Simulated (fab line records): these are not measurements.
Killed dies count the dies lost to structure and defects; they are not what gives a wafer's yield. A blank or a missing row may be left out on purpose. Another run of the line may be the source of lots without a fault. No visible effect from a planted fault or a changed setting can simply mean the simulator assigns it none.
Problem report in the 8D (eight disciplines) form, filled by code + flow gf180mcu + the parts of the form that need people (team, actions taken, sign-off) are left out

== 1. THE PROBLEM ==
stripTimeToEndpointS at GF_HV_LDD_STRIP_49 reads a mean of 12.80 s on 1 wafer of 1 lot; wafers without a fault read 12.63 s with a standard deviation of 0.036. That is +4.7 standard deviations from the usual mean.
The step: strips in O2/N2.
Earliest sighting: wafer L401.5 on plasmaAsher-04 at day 14 21:08. The record has a number at this step for 39 wafers belonging to 13 lots. The rule behind "out" and "out of limits": a value lying over 4 standard deviations away from the usual mean. The other wafers with a number count as sound.

== 2. WHAT THIS IS AND IS NOT ==
| question                    | is                   | is not                                                                                                   |
|-----------------------------|----------------------|----------------------------------------------------------------------------------------------------------|
| which readings at this step | stripTimeToEndpointS | drypumpMotorCurrentA, heaterPowerW, oesProductAu                                                         |
| which lots                  | L401                 | L396, L397, L398, L399, L400, L410, L412, L413, L414, L415, L416, L417                                   |
| which wafers of those lots  | L401.5               | L401.2, L401.3                                                                                           |
| read on which tools         | plasmaAsher-04       | plasmaAsher-02, plasmaAsher-03                                                                           |
| when                        | from day 14 21:08    | up to then (17 sound wafers); but 21 sound wafers of L410, L412, L413, L414, L415, L416, L417 came after |

== 3. SUSPECTS, AND WHAT RULES EACH OUT ==
Counting: a tool at a process step up to the reading stays a suspect if it ran every lot that is out. Sound lots after the first of them don't rule it out here, since some wafers of a struck lot are sound.
- lithoTrack-04 at GF_HV_LDD_COAT_41 (resist thk 1000 nm): kept. The lot that is out, L401, ran on it at day 14 10:13; the last sound lot it ran before that was L400, at day 14 03:14.
- plasmaAsher-04 at GF_HV_LDD_STRIP_49 (strips in O2/N2): kept. The lot that is out, L401, ran on it at day 14 21:08; the last sound lot it ran before that was L400, at day 14 14:20. Out on those wafers are its own readings of stripTimeToEndpointS.
After counting, lithoTrack-04 at GF_HV_LDD_COAT_41 and plasmaAsher-04 at GF_HV_LDD_STRIP_49 remain.

== 4. THE CAUSE (what the simulator had put in) ==
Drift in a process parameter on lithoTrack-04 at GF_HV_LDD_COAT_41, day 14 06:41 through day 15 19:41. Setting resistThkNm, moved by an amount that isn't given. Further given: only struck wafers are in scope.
2 suspects survive the count, and this tool is in that group.

== 5. SEQUENCE OF EFFECTS, ordered by route ==
Rows list readings where the struck wafers' mean (over those with a number) sits beyond 3 standard deviations from the usual. Only readings whose record carries a usual standard deviation are examined. hours: median over the lots of the time between each lot's start at the first step of this table that gives one and its start at this step. sigmas: the change, counted in usual standard deviations.
| hours | step               | reading              | usual   | on struck wafers | change | sigmas |
|-------|--------------------|----------------------|---------|------------------|--------|--------|
| 0     | GF_HV_LDD_STRIP_49 | stripTimeToEndpointS | 12.63 s | 12.80            | +0.17  | +4.7   |
Its process steps:
- GF_HV_LDD_STRIP_49: strips in O2/N2.
Later steps that measure or inspect, where all struck wafers having a row at the step show a number for every such reading and not one has moved that far: GF_HV_LDD_TW_MEAS_50, GF_NSD_OVL_MEAS_08.

== 6. HOW IT WOULD HAVE BEEN CAUGHT EARLIER ==
In this record no reading fell out of limits until day 14 21:08, 14 hours after the fault had begun at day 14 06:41.
Tool readings at GF_HV_LDD_COAT_41 with a usual standard deviation given in the record: none out on any struck wafer, hence no alarm at a limit of 4 standard deviations on them.
Each of the lots that are out, 1 in all, had begun GF_HV_LDD_COAT_41 on lithoTrack-04 no later than day 14 21:08. Tool hold at that time: it would have spared none of them.
